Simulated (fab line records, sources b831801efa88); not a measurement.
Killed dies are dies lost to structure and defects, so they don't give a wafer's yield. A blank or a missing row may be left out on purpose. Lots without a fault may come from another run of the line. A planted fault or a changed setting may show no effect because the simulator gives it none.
Chamber matching | flow gf180mcu | GF_V2_CMP_26 on cmp-02: 4 sister chambers
The step polishes, stops on SiO2, t overpolish 15 s, target thk 0 nm. 4 wafers are shown with their chamber, then 7 later ones without.

WAFERS WITH THEIR CHAMBER
wafer  | chamber | motor_current_A (A)
L459.2 | 2       | 11.5
L459.6 | 3       | 9.5
L460.1 | 1       | 11.6
L460.3 | 0       | 11.6

WAFERS WITHOUT THEIR CHAMBER
wafer  | motor_current_A (A)
L460.6 | 12.5
L461.1 | 11.5
L461.4 | 12.2
L461.5 | 12.1
L465.2 | 9.5
L465.4 | 12.3
L465.6 | 11.2

WHICH CHAMBER EACH WENT THROUGH
wafer  | from the rows above          | in truth
L460.6 | can't be placed: 0 or 1 or 2 | 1
L461.1 | can't be placed: 2 or 0 or 1 | 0
L461.4 | can't be placed: 0 or 1 or 2 | 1
L461.5 | can't be placed: 0 or 1 or 2 | 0
L465.2 | 3                            | 3
L465.4 | can't be placed: 0 or 1 or 2 | 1
L465.6 | can't be placed: 2 or 0 or 1 | 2
Placed correctly: 1 of 7. Can't be placed from these rows: 6 (the true chamber is among the candidates in 6). Placed wrongly: 0.
How it was worked out, from the rows above alone: a wafer's distance from a chamber is the root of the sum, over the readings, of the square of ((its reading less the chamber's mean) divided by the reading's scatter). The wafer belongs to the nearest chamber; if the next one is less than 2 further off, it can't be placed. A chamber's mean is the mean of its shown wafers. The scatter: with one shown wafer a chamber, the root of the mean of the squares of how far each hidden wafer lies from its nearest shown one.
